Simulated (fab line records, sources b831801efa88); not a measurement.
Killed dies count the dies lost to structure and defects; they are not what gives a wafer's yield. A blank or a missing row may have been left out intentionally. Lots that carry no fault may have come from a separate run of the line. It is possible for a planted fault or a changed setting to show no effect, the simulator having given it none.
fab line records	flow gf180mcu
[record] lots = 5	wafers = 15	last_day = 33
route steps=602 shown V5@563 TOP_METAL@567 PASSIVATION@587
lots that met no fault: from a run of the same line without faults
start_h: start of the lot's first displayed wafer, in hours after the record's first day	wait_h: hours since the lot's step before	" the same as in the row above	L1.1+2: a single row standing in for several wafers	- no value, or no start was given	* or withheld: withheld	< > ~ a bound
route shown NAME@n: NAME is a module with steps in the file, n the number in the route of the first one	usual: the fault-free wafers' mean and standard deviation	same: alike in all rows	chamber/n: place in a boat	sites: the reading at each site	_std_site: the standard deviation of these	_edge_site: inner sites' mean taken away from outer sites' mean	radius_mm: how far each site lies from the wafer's centre	mask NAME#n: copy n	behind: the most recent tool/chamber to have shaped the wafer	hold: reason for holding the lot/hours on hold/outcome of the hold	device: transistor that didn't switch, given as n, p or np	end of line: tests run on the same wafers once the route is complete	a step without rows: its recipe alone	killed: not the wafer's yield, but the dies lost to structure and defects at the first sort	map: shows each die of a wafer: x if killed, . if not, _ if none is there
set.NAME: setting as actually run; set.NAME@STEP: the setting as run at that earlier step	model.NAME: the simulator's own value behind a step, which no gauge read
certain route steps with their lots: each step a table, each wafer a row
services: a tool's chamber out of use, with start hour (start_h, from the record's first day; less than 0 if before it), hours out, and reason
[[steps]]
[step GF_V5_CVD_23]
[recipe] material = W	target_thk_nm = 350	time_s = 104.9	temp_c = 400	pressure_torr = 40
[usual] chamber_pressure_Torr = 40.01/0.088	heater_power_w = 911/88
lot.wafer	tool	chamber	start_h	wait_h	chamber_pressure_Torr	heater_power_w
L074.1	cvd_w-01	0	623.72	0.0	40.03	804
L074.3	"	1	"	"	40.18	922
L074.5	"	0	"	"	40.00	805
L076.3	cvd_w-01	0	643.62	0.1	39.92	804
L076.4	"	1	"	"	40.08	963
L076.5	"	0	"	"	39.97	794
L081.3	cvd_w-02	1	683.42	0.1	39.84	876
L081.4	"	0	"	"	40.07	1025
L081.5	"	1	"	"	39.96	863
L088.1	cvd_w-01	1	728.38	0.0	39.95	952
L088.3	"	1	"	"	40.06	930
L088.4	"	0	"	"	40.01	807
L091.1	cvd_w-02	1	754.29	0.0	40.11	872
L091.4	"	0	"	"	40.04	1057
L091.5	"	0	"	"	40.01	1056
[step GF_V5_RS_MEAS_24]
[recipe] thk_meas_gauge = four-point-probe	reads = W_of_V5_CVD_23+TiN_of_V5_SPUTTER_22+Ti_of_V5_SPUTTER_21
[usual] V5_W_RS = 0.327/0.0054
lot.wafer	tool	chamber	start_h	wait_h	V5_W_RS[ohm/sq]
L074.1	film_metro-02	-	623.83	0.1	0.326
L074.3	"	-	"	"	0.323
L074.5	"	-	"	"	0.332
L076.3	film_metro-02	-	643.73	0.1	0.333
L076.4	"	-	"	"	0.323
L076.5	"	-	"	"	0.329
L081.3	film_metro-03	-	683.54	0.1	0.326
L081.4	"	-	"	"	0.331
L081.5	"	-	"	"	0.323
L088.1	film_metro-02	-	728.50	0.1	0.323
L088.3	"	-	"	"	0.322
L088.4	"	-	"	"	0.333
L091.1	film_metro-02	-	754.41	0.1	0.322
L091.4	"	-	"	"	0.327
L091.5	"	-	"	"	0.327
[step GF_V5_THK_MEAS_25]
[recipe] thk_meas_gauge = xrf	reads = W_of_V5_CVD_23
[usual] V5_W_THK = 343/7
lot.wafer	tool	chamber	start_h	wait_h	V5_W_THK[nm]
L074.1	film_metro-02	-	623.95	0.1	345
L074.3	"	-	"	"	348
L074.5	"	-	"	"	336
L076.3	film_metro-02	-	643.83	0.1	334
L076.4	"	-	"	"	344
L076.5	"	-	"	"	337
L081.3	film_metro-03	-	683.64	0.1	343
L081.4	"	-	"	"	338
L081.5	"	-	"	"	346
L088.1	film_metro-02	-	728.62	0.1	346
L088.3	"	-	"	"	347
L088.4	"	-	"	"	337
L091.1	film_metro-02	-	754.53	0.1	351
L091.4	"	-	"	"	342
L091.5	"	-	"	"	346
[step GF_V5_CMP_26]
[recipe] stop_on = SiO2	down_force_psi = 3.5	platen_rpm = 60	t_overpolish_s = 15	target_thk_nm = 0	pad_velocity_m_s = 0.94248
[usual] motor_current_A = 11.0/1.7	overpolish_run_s = 14.999/0.0094	time_to_endpoint_s = 86/3.4
lot.wafer	tool	chamber	start_h	wait_h	motor_current_A	overpolish_run_s	time_to_endpoint_s
L074.3	cmp-02	2	624.01	0.0	9.9	14.980	85
L074.1	"	1	"	"	13.7	14.997	82
L074.5	"	3	"	"	12.2	15.002	82
L076.3	cmp-02	2	643.87	0.0	9.2	15.005	81
L076.4	"	1	"	"	13.5	15.004	82
L076.5	"	2	"	"	10.1	14.990	84
L081.4	cmp-02	0	683.68	0.0	8.7	14.988	87
L081.3	"	1	"	"	14.0	15.003	88
L081.5	"	0	"	"	9.4	14.989	90
L088.1	cmp-01	3	728.68	0.1	11.7	15.009	90
L088.4	"	1	"	"	12.3	15.001	89
L088.3	"	2	"	"	11.0	15.008	84
L091.1	cmp-02	1	754.64	0.1	13.4	15.009	85
L091.4	"	3	"	"	12.4	15.001	90
L091.5	"	1	"	"	14.0	15.005	85
[step GF_TOP_METAL_SPUTTER_00]
[recipe] material = Ti	target_thk_nm = 37.5	arriving_ion_energy_ev = 80	substrate_temp_c = 200	chamber_pressure_pa = 2	power_w = 4000	time_s = 150
[usual] cathode_dc_power_W = 4000.1/0.77	throttle_valve_pct = 30.5/0.71
lot.wafer	tool	chamber	start_h	wait_h	cathode_dc_power_W	throttle_valve_pct
L074.1	pvd_sputter-02	-	624.31	0.1	4000.8	31.1
L074.3	"	-	"	"	4001.6	29.5
L074.5	"	-	"	"	3999.9	30.9
L076.3	pvd_sputter-02	-	644.17	0.2	4001.0	31.2
L076.4	"	-	"	"	3999.5	29.8
L076.5	"	-	"	"	3999.0	31.2
L081.3	pvd_sputter-04	-	683.98	0.2	3999.4	31.0
L081.4	"	-	"	"	4000.3	30.9
L081.5	"	-	"	"	4000.0	31.0
L088.1	pvd_sputter-04	-	728.98	0.2	3999.3	30.6
L088.3	"	-	"	"	3999.8	30.0
L088.4	"	-	"	"	4000.4	30.6
L091.1	pvd_sputter-04	-	754.89	0.2	3999.8	31.1
L091.4	"	-	"	"	3999.0	29.8
L091.5	"	-	"	"	3999.5	31.1
[step GF_TOP_METAL_SPUTTER_01]
[recipe] material = TiN	target_thk_nm = 30	power_w = 6500	time_s = 25	chamber_pressure_pa = 0.4
[usual] cathode_dc_power_W = 6500.1/1.3	throttle_valve_pct = 30.5/0.69
lot.wafer	tool	chamber	start_h	wait_h	cathode_dc_power_W	throttle_valve_pct
L074.1	pvd_sputter-02	-	624.41	0.1	6497.8	31.4
L074.3	"	-	"	"	6501.7	29.9
L074.5	"	-	"	"	6501.5	31.5
L076.3	pvd_sputter-02	-	644.27	0.1	6500.7	31.2
L076.4	"	-	"	"	6498.6	29.5
L076.5	"	-	"	"	6500.4	31.3
L081.3	pvd_sputter-04	-	684.08	0.1	6502.5	30.8
L081.4	"	-	"	"	6501.2	31.0
L081.5	"	-	"	"	6499.7	30.9
L088.1	pvd_sputter-04	-	729.08	0.1	6501.0	30.9
L088.3	"	-	"	"	6499.8	29.9
L088.4	"	-	"	"	6501.1	30.7
L091.1	pvd_sputter-04	-	754.99	0.1	6498.9	30.7
L091.4	"	-	"	"	6502.5	29.9
L091.5	"	-	"	"	6500.5	30.9
[step GF_TOP_METAL_SPUTTER_02]
[recipe] material = AlCu	target_thk_nm = 900	power_w = 10600	chamber_pressure_pa = 0.3	substrate_temp_c = 250	gas = Ar	time_s = 47.82
[usual] cathode_dc_power_W = 10600/1.8	throttle_valve_pct = 30.5/0.7
lot.wafer	tool	chamber	start_h	wait_h	cathode_dc_power_W	throttle_valve_pct
L074.1	pvd_sputter-02	-	624.44	0.0	10601	31.5
L074.3	"	-	"	"	10602	29.6
L074.5	"	-	"	"	10600	31.4
L076.3	pvd_sputter-02	-	644.30	0.0	10603	31.1
L076.4	"	-	"	"	10596	29.5
L076.5	"	-	"	"	10601	31.2
L081.3	pvd_sputter-04	-	684.11	0.0	10597	30.6
L081.4	"	-	"	"	10599	30.8
L081.5	"	-	"	"	10603	30.8
L088.1	pvd_sputter-04	-	729.11	0.0	10602	31.2
L088.3	"	-	"	"	10598	30.1
L088.4	"	-	"	"	10601	30.8
L091.1	pvd_sputter-04	-	755.02	0.0	10601	30.3
L091.4	"	-	"	"	10603	29.9
L091.5	"	-	"	"	10602	31.2
[step GF_TOP_METAL_SPUTTER_03]
[recipe] material = Ti	target_thk_nm = 5	substrate_temp_c = 300	chamber_pressure_pa = 0.3	power_w = 3000	time_s = 3.3
[usual] cathode_dc_power_W = 3000.0/0.59	throttle_valve_pct = 30.5/0.68
lot.wafer	tool	chamber	start_h	wait_h	cathode_dc_power_W	throttle_valve_pct
L074.1	pvd_sputter-02	-	624.49	0.0	3000.6	31.0
L074.3	"	-	"	"	2998.3	29.9
L074.5	"	-	"	"	2999.2	31.2
L076.3	pvd_sputter-02	-	644.35	0.0	3000.3	31.0
L076.4	"	-	"	"	3000.4	29.9
L076.5	"	-	"	"	2999.5	31.1
L081.3	pvd_sputter-04	-	684.15	0.0	3000.0	31.0
L081.4	"	-	"	"	2998.8	31.0
L081.5	"	-	"	"	2999.9	30.8
L088.1	pvd_sputter-04	-	729.15	0.0	3000.7	30.9
L088.3	"	-	"	"	3001.1	30.0
L088.4	"	-	"	"	2999.3	30.8
L091.1	pvd_sputter-04	-	755.06	0.0	2999.8	31.0
L091.4	"	-	"	"	2999.8	29.9
L091.5	"	-	"	"	3000.2	30.9
[step GF_TOP_METAL_SPUTTER_04]
[recipe] material = TiN	target_thk_nm = 25	power_w = 6500	time_s = 20.8	chamber_pressure_pa = 0.4
[usual] cathode_dc_power_W = 6500.0/1.2	throttle_valve_pct = 30.5/0.69
lot.wafer	tool	chamber	start_h	wait_h	cathode_dc_power_W	throttle_valve_pct
L074.1	pvd_sputter-02	-	624.51	0.0	6499.3	31.0
L074.3	"	-	"	"	6501.5	29.6
L074.5	"	-	"	"	6502.8	31.4
L076.3	pvd_sputter-02	-	644.37	0.0	6502.6	31.2
L076.4	"	-	"	"	6498.9	29.9
L076.5	"	-	"	"	6502.3	31.3
L081.3	pvd_sputter-04	-	684.17	0.0	6498.4	30.9
L081.4	"	-	"	"	6500.6	30.8
L081.5	"	-	"	"	6500.7	31.1
L088.1	pvd_sputter-04	-	729.17	0.0	6498.7	30.8
L088.3	"	-	"	"	6500.9	30.0
L088.4	"	-	"	"	6501.4	30.7
L091.1	pvd_sputter-04	-	755.08	0.0	6499.9	30.7
L091.4	"	-	"	"	6502.0	29.6
L091.5	"	-	"	"	6500.5	30.8
[step GF_TOP_METAL_RS_MEAS_05]
[recipe] thk_meas_gauge = four-point-probe	reads = TiN_of_TOP_METAL_SPUTTER_04+Ti_of_TOP_METAL_SPUTTER_03+AlCu_of_TOP_METAL_SPUTTER_02+TiN_of_TOP_METAL_SPUTTER_01+Ti_of_TOP_METAL_SPUTTER_00
[usual] TOP_METAL_ALCU_RS = 0.0328/0.00032
lot.wafer	tool	chamber	start_h	wait_h	TOP_METAL_ALCU_RS[ohm/sq]
L074.1	film_metro-03	-	624.53	0.0	0.0324
L074.3	"	-	"	"	0.0325
L074.5	"	-	"	"	0.0326
L076.3	film_metro-03	-	644.43	0.1	0.0331
L076.4	"	-	"	"	0.0329
L076.5	"	-	"	"	0.0329
L081.3	film_metro-03	-	684.24	0.1	0.0326
L081.4	"	-	"	"	0.0328
L081.5	"	-	"	"	0.0323
L088.1	film_metro-03	-	729.20	0.0	0.0328
L088.3	"	-	"	"	0.0324
L088.4	"	-	"	"	0.0327
L091.1	film_metro-03	-	755.11	0.0	0.0326
L091.4	"	-	"	"	0.0325
L091.5	"	-	"	"	0.0327
[step GF_TOP_METAL_THK_MEAS_06]
[recipe] thk_meas_gauge = xrf	reads = AlCu_of_TOP_METAL_SPUTTER_02
[usual] TOP_METAL_ALCU_THK = 882/9
lot.wafer	tool	chamber	start_h	wait_h	TOP_METAL_ALCU_THK[nm]
L074.1	film_metro-03	-	624.65	0.1	898
L074.3	"	-	"	"	896
L074.5	"	-	"	"	888
L076.3	film_metro-03	-	644.53	0.1	877
L076.4	"	-	"	"	881
L076.5	"	-	"	"	880
L081.3	film_metro-03	-	684.34	0.1	889
L081.4	"	-	"	"	883
L081.5	"	-	"	"	897
L088.1	film_metro-03	-	729.32	0.1	877
L088.3	"	-	"	"	889
L088.4	"	-	"	"	884
L091.1	film_metro-03	-	755.23	0.1	883
L091.4	"	-	"	"	886
L091.5	"	-	"	"	886
[step GF_TOP_METAL_DEHYDRATE_07]
[recipe] temp_c = 200	time_s = 60
lot.wafer	tool	chamber	start_h	wait_h
L074.1+3+5	litho_track-02	0	634.09	9.4
L076.3+4+5	litho_track-03	0	653.96	9.4
L081.3+4+5	litho_track-03	0	693.41	9.1
L088.1+3+4	litho_track-03	0	737.36	8.0
L091.1+4+5	litho_track-02	0	762.19	7.0
[step GF_TOP_METAL_HMDS_08]
[recipe] prime_time_s = 60	prime_temp_c = 120
lot.wafer	tool	chamber	start_h	wait_h
L074.1+3+5	litho_track-02	0	634.24	0.1
L076.3+4+5	litho_track-03	0	654.11	0.1
L081.3+4+5	litho_track-03	0	693.56	0.1
L088.1+3+4	litho_track-03	0	737.51	0.1
L091.1+4+5	litho_track-02	0	762.34	0.1
[step GF_TOP_METAL_COAT_09]
[recipe] resist = NOVOLAK	spin_rpm = 3000	resist_thk_nm = 1500
lot.wafer	tool	chamber	start_h	wait_h
L074.1+3+5	litho_track-02	0	634.39	0.1
L076.3+4+5	litho_track-03	0	654.26	0.1
L081.3+4+5	litho_track-03	0	693.71	0.1
L088.1+3+4	litho_track-03	0	737.66	0.1
L091.1+4+5	litho_track-02	0	762.49	0.1
[step GF_TOP_METAL_SOFTBAKE_10]
[recipe] temp_c = 90	time_s = 60	resist = NOVOLAK
lot.wafer	tool	chamber	start_h	wait_h
L074.1+3+5	litho_track-02	0	634.54	0.1
L076.3+4+5	litho_track-03	0	654.41	0.1
L081.3+4+5	litho_track-03	0	693.86	0.1
L088.1+3+4	litho_track-03	0	737.81	0.1
L091.1+4+5	litho_track-02	0	762.64	0.1
[step GF_TOP_METAL_EXPOSE_11]
[recipe] mask_id = MetalTop	target_cd_nm = 440	na = 0.6	source_shape = conventional	sigma_outer = 0.6	dose_mj = 170
lot.wafer	tool	chamber	start_h	wait_h	mask
L074.1+3+5	iline_stepper-01	0	-	-	MetalTop#0
L076.3+4+5	iline_stepper-01	0	-	-	MetalTop#0
L081.3+4+5	iline_stepper-02	0	-	-	MetalTop#0
L088.1+3+4	iline_stepper-01	0	-	-	MetalTop#0
L091.1+4+5	iline_stepper-01	0	-	-	MetalTop#0
[step GF_TOP_METAL_PEB_12]
[recipe] temp_c = withheld	time_s = *	resist = NOVOLAK
lot.wafer	tool	chamber	start_h	wait_h
L074.1+3+5	litho_track-03	0	-	-
L076.3+4+5	litho_track-04	0	-	-
L081.3+4+5	litho_track-02	0	-	-
L088.1+3+4	litho_track-04	0	-	-
L091.1+4+5	litho_track-03	0	-	-
[step GF_TOP_METAL_DEVELOP_13]
[recipe] develop_time_s = 60	dev_temp_c = 23
[usual] developer_temp_C = 23.02/0.096
lot.wafer	tool	chamber	start_h	wait_h	developer_temp_C
L074.1	litho_track-03	0	644.41	0.1	23.05
L074.3	"	0	"	"	23.08
L074.5	"	0	"	"	23.13
L076.3	litho_track-04	0	663.25	0.1	23.18
L076.4	"	0	"	"	23.08
L076.5	"	0	"	"	23.11
L081.3	litho_track-02	0	702.94	0.1	23.13
L081.4	"	0	"	"	23.11
L081.5	"	0	"	"	23.04
L088.1	litho_track-04	0	746.20	0.1	22.83
L088.3	"	0	"	"	23.04
L088.4	"	0	"	"	22.93
L091.1	litho_track-03	0	770.21	0.1	23.05
L091.4	"	0	"	"	22.97
L091.5	"	0	"	"	23.17
[step GF_TOP_METAL_CD_MEAS_14]
[recipe] target_cd_nm = 440
[usual] cd_nm = 439.9/2.3
lot.wafer	tool	chamber	start_h	wait_h	cd_nm
L074.1	cd_sem-01	-	644.56	0.1	441.9
L074.3	"	-	"	"	443.6
L074.5	"	-	"	"	444.2
L076.3	cd_sem-01	-	663.39	0.1	437.9
L076.4	"	-	"	"	440.4
L076.5	"	-	"	"	437.9
L081.3	cd_sem-02	-	703.08	0.1	439.6
L081.4	"	-	"	"	439.3
L081.5	"	-	"	"	438.1
L088.1	cd_sem-02	-	746.35	0.1	441.4
L088.3	"	-	"	"	441.2
L088.4	"	-	"	"	441.4
L091.1	cd_sem-01	-	770.36	0.1	440.3
L091.4	"	-	"	"	442.3
L091.5	"	-	"	"	442.7
[step GF_TOP_METAL_OVL_MEAS_15]
[usual] TOP_METAL_OVL = -0.7/1.4
lot.wafer	tool	chamber	start_h	wait_h	TOP_METAL_OVL[nm]
L074.1	overlay-01	-	644.68	0.1	2.1
L074.3	"	-	"	"	1.0
L074.5	"	-	"	"	1.6
L076.3	overlay-02	-	663.48	0.1	-2.8
L076.4	"	-	"	"	-0.5
L076.5	"	-	"	"	-2.5
L081.3	overlay-02	-	703.17	0.1	-1.1
L081.4	"	-	"	"	-0.4
L081.5	"	-	"	"	-1.9
L088.1	overlay-02	-	746.47	0.1	-1.8
L088.3	"	-	"	"	-0.9
L088.4	"	-	"	"	-2.4
L091.1	overlay-01	-	770.48	0.1	0.7
L091.4	"	-	"	"	-0.3
L091.5	"	-	"	"	-0.3
[step GF_TOP_METAL_METAL_ETCH_16]
[recipe] chemistry = Cl2/BCl3	mask_material = NOVOLAK	target_depth_nm = 1077.5	stop_on = SiO2	pressure_mtorr = 8	icp_w = 800	bias_w = 140	Cl2_flow_sccm = 80	bcl3_flow_sccm = 40	time_s = 179.6
[usual] drypump_motor_current_A = 5.7/0.47	oes_product_au = 0.964/0.0063	throttle_valve_pct = 28.258/0.01
lot.wafer	tool	chamber	start_h	wait_h	drypump_motor_current_A	oes_product_au	rf_hours_counter_h	throttle_valve_pct
L074.1	rie_metal-04	0	644.72	0.0	5.8	0.971	9	28.257
L074.3	"	0	"	"	5.8	0.963	-	28.246
L074.5	"	0	"	"	5.8	0.966	-	28.255
L076.3	rie_metal-04	1	663.56	0.1	6.1	0.956	-	28.248
L076.4	"	0	"	"	5.8	0.965	-	28.255
L076.5	"	1	"	"	6.2	0.957	-	28.236
L081.3	rie_metal-04	1	703.25	0.1	6.2	0.963	-	28.260
L081.4	"	0	"	"	5.8	0.962	-	28.257
L081.5	"	1	"	"	6.2	0.977	-	28.236
L088.1	rie_metal-02	0	746.50	0.0	4.9	0.966	1	28.253
L088.3	"	0	"	"	4.9	0.966	-	28.242
L088.4	"	1	"	"	6.2	0.960	-	28.251
L091.1	rie_metal-02	0	770.52	0.0	4.9	0.966	2	28.248
L091.4	"	0	"	"	4.9	0.970	-	28.250
L091.5	"	0	"	"	4.9	0.961	-	28.256
[step GF_TOP_METAL_STRIP_17]
[recipe] chemistry = O2/N2	power_w = 1400	pressure_mtorr = 1500	platen_temp_c = 250	o2_flow_sccm = 3000	n2_flow_sccm = 300	overash_fraction = 0.5
[usual] drypump_motor_current_A = 5.8/0.37	heater_power_w = 329/29	oes_product_au = 0.711/0.0046	platen_temp_c = 249.98/0.15	strip_time_to_endpoint_s = 13.45/0.098
lot.wafer	tool	chamber	start_h	wait_h	drypump_motor_current_A	heater_power_w	oes_product_au	platen_temp_c	rf_hours_counter_h	strip_time_to_endpoint_s
L074.1	plasma_asher-02	1	645.07	0.3	6.0	347	0.712	250.13	100	13.46
L074.3	"	0	"	"	6.0	286	0.704	249.89	-	13.45
L074.5	"	1	"	"	5.9	345	0.716	249.88	-	13.47
L076.3	plasma_asher-01	0	663.71	0.1	5.5	376	0.715	250.18	-	13.32
L076.4	"	1	"	"	5.7	305	0.709	249.97	-	13.39
L076.5	"	1	"	"	5.8	313	0.710	249.54	-	13.33
L081.3	plasma_asher-02	0	703.40	0.1	6.0	282	0.716	250.00	-	13.39
L081.4	"	1	"	"	5.9	344	0.707	250.10	-	13.39
L081.5	"	1	"	"	5.9	339	0.714	250.02	-	13.41
L088.1	plasma_asher-01	0	746.68	0.1	5.5	385	0.707	250.01	98	13.50
L088.3	"	1	"	"	5.7	310	0.714	250.17	-	13.51
L088.4	"	0	"	"	5.5	367	0.716	249.86	-	13.60
L091.1	plasma_asher-02	1	770.69	0.1	6.0	353	0.714	249.97	3	13.61
L091.4	"	0	"	"	6.0	296	0.706	249.92	-	13.59
L091.5	"	1	"	"	6.0	346	0.715	250.38	-	13.53
[step GF_TOP_METAL_STRIP_18]
[recipe] chemistry = post_etch_residue_remover	time_s = 1200	temp_c = 72.5
lot.wafer	tool	chamber	start_h	wait_h
L074.1+3+5	wet_bench-01	0	645.17	0.1
L076.3+4+5	wet_bench-04	0	663.78	0.0
L081.3+4+5	wet_bench-03	0	703.47	0.0
L088.1+3+4	wet_bench-04	1	746.78	0.1
L091.1+4+5	wet_bench-04	2	770.79	0.1
[step GF_TOP_METAL_CLEAN_19]
[recipe] chemistry = DIW	dry = n2_spin
lot.wafer	tool	chamber	start_h	wait_h
L074.1+3+5	wet_bench-03	2	645.54	0.0
L076.3+4+5	wet_bench-01	1	664.12	0.0
L081.3+4+5	wet_bench-01	3	703.88	0.0
L088.1+3+4	wet_bench-03	1	747.15	0.0
L091.1+4+5	wet_bench-01	2	771.13	0.0
[step GF_PASSIVATION_CVD_00]
[recipe] material = SiO2	target_thk_nm = 1000	precursor = TEOS	temp_c = 400	time_s = 111.95	rf_w = 600
[usual] heater_power_w = 643/110
lot.wafer	tool	chamber	start_h	wait_h	heater_power_w
L074.1	pecvd-04	1	645.63	0.0	410
L074.3	"	2	"	"	796
L074.5	"	0	"	"	685
L076.3	pecvd-02	1	664.21	0.0	738
L076.4	"	0	"	"	645
L076.5	"	1	"	"	790
L081.3	pecvd-04	0	703.98	0.0	785
L081.4	"	1	"	"	477
L081.5	"	2	"	"	682
L088.1	pecvd-02	2	747.24	0.0	614
L088.3	"	1	"	"	813
L088.4	"	1	"	"	667
L091.1	pecvd-01	2	771.23	0.0	568
L091.4	"	1	"	"	558
L091.5	"	2	"	"	600
[step GF_PASSIVATION_THK_MEAS_01]
[recipe] reads = SiO2_of_PASSIVATION_CVD_00
[usual] PASSIVATION_CVD_00_THK = 996/12
lot.wafer	tool	chamber	start_h	wait_h	PASSIVATION_CVD_00_THK[nm]
L074.1	film_metro-02	-	645.71	0.0	980
L074.3	"	-	"	"	996
L074.5	"	-	"	"	1009
L076.3	film_metro-04	-	664.31	0.1	987
L076.4	"	-	"	"	989
L076.5	"	-	"	"	988
L081.3	film_metro-04	-	704.10	0.1	981
L081.4	"	-	"	"	971
L081.5	"	-	"	"	999
L088.1	film_metro-04	-	747.32	0.0	983
L088.3	"	-	"	"	999
L088.4	"	-	"	"	1009
L091.1	film_metro-04	-	771.31	0.0	974
L091.4	"	-	"	"	994
L091.5	"	-	"	"	983
[step GF_PASSIVATION_CVD_02]
[recipe] material = Si3N4	target_thk_nm = 700	time_s = 486.18	temp_c = 400	rf_w = 450
[usual] heater_power_w = 698/110
lot.wafer	tool	chamber	start_h	wait_h	heater_power_w
L074.1	pecvd-01	0	645.77	0.1	732
L074.3	"	1	"	"	657
L074.5	"	2	"	"	633
L076.3	pecvd-04	1	664.35	0.0	536
L076.4	"	0	"	"	859
L076.5	"	2	"	"	874
L081.3	pecvd-01	0	704.14	0.0	677
L081.4	"	2	"	"	672
L081.5	"	0	"	"	731
L088.1	pecvd-01	1	747.38	0.1	621
L088.3	"	2	"	"	639
L088.4	"	0	"	"	639
L091.1	pecvd-04	0	771.37	0.1	851
L091.4	"	0	"	"	887
L091.5	"	1	"	"	580
[[services]]
tool	chamber	start_h	hours	kind
rie_metal-02	0	600.77	2.7	repair
cvd_w-01	-	603.18	1.1	repair
cmp-02	-	610.08	6.6	pm
plasma_asher-02	-	646.36	1.0	repair
wet_bench-03	-	652.73	1.2	repair
cmp-02	-	653.12	2.2	repair
plasma_asher-02	-	659.50	0.9	repair
iline_stepper-01	-	659.69	4.4	pm
pvd_sputter-02	-	675.91	10.1	repair
iline_stepper-01	-	693.18	1.7	pm
cmp-02	-	696.62	0.9	repair
pecvd-04	-	698.71	1.6	repair
pvd_sputter-04	-	700.49	1.2	repair
pecvd-04	-	708.27	0.4	repair
wet_bench-01	-	709.57	1.9	pm
iline_stepper-01	-	709.62	4.8	repair
cmp-02	-	713.20	1.8	repair
cmp-02	-	715.03	3.9	pm
pecvd-01	-	718.36	1.0	repair
plasma_asher-02	-	733.75	9.0	pm
pvd_sputter-02	-	742.68	1.5	repair
cmp-02	-	744.00	4.0	pm
pvd_sputter-02	-	750.95	7.0	repair
pecvd-04	-	765.07	1.7	repair
[[key]]
fault none
